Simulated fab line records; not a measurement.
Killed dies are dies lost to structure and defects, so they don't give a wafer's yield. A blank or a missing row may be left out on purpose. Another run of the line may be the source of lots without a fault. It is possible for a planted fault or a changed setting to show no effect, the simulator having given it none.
Chamber matching ; flow gf180mcu ; GF_V3_CVD_00 on hdpcvd-01 has 3 sister chambers
The step deposits SiO2, target thk 600 nm, time 100 s. 14 wafers are shown with their chamber, then 7 later ones without.

## WAFERS PAIRED WITH THEIR CHAMBERS
wafer;chamber;pressure_mtorr (mTorr);sih4_flow_sccm (sccm)
L864.1;1;6.008;59.72
L864.2;2;5.997;60.06
L864.3;0;5.980;59.87
L866.1;1;6.000;60.05
L866.3;2;6.001;59.97
L866.4;0;6.005;59.87
L867.1;1;6.003;60.26
L867.5;0;6.007;59.96
L867.6;1;6.036;60.27
L880.3;2;5.989;59.83
L880.4;1;6.015;60.08
L880.5;2;5.990;59.74
L882.3;0;6.008;60.27
L882.4;0;6.004;60.03

SIGNATURES (averages over the wafers above)
reading;chamber 0;chamber 1;chamber 2;scatter within a chamber
pressure_mtorr;6.00080;6.01240;5.99425;0.0116
sih4_flow_sccm;60.0000;60.0760;59.9000;0.183
Rule: for a wafer and a chamber, the distance is found by dividing, reading by reading, the gap between the wafer's reading and the chamber's mean by the reading's scatter, squaring, summing and taking the root. The wafer belongs to the nearest chamber; if the next one is less than 2 further off, it can't be placed. The scatter: the root of (the sum of the squares of (reading less its chamber's mean) over the shown wafers, divided by (wafers less chambers)).

## WAFERS WHOSE CHAMBER IS MISSING
wafer;pressure_mtorr (mTorr);sih4_flow_sccm (sccm)
L882.6;6.006;60.06
L884.1;5.995;60.22
L884.5;5.989;60.27
L884.6;5.975;59.62
L885.2;5.999;60.10
L885.3;5.977;60.09
L885.5;5.998;60.28

## CHAMBER TAKEN BY EACH
wafer;from the rows above;in truth
L882.6;can't be placed: 0 or 1 or 2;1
L884.1;can't be placed: 0 or 1 or 2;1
L884.5;can't be placed: 0 or 2 or 1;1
L884.6;can't be placed: 2 or 0 or 1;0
L885.2;can't be placed: 0 or 1 or 2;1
L885.3;can't be placed: 2 or 0 or 1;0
L885.5;can't be placed: 0 or 1 or 2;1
0 of 7 placed correctly. From these rows, 7 cannot be placed; in 7 the true chamber is one of the candidates. Placed wrongly: 0.
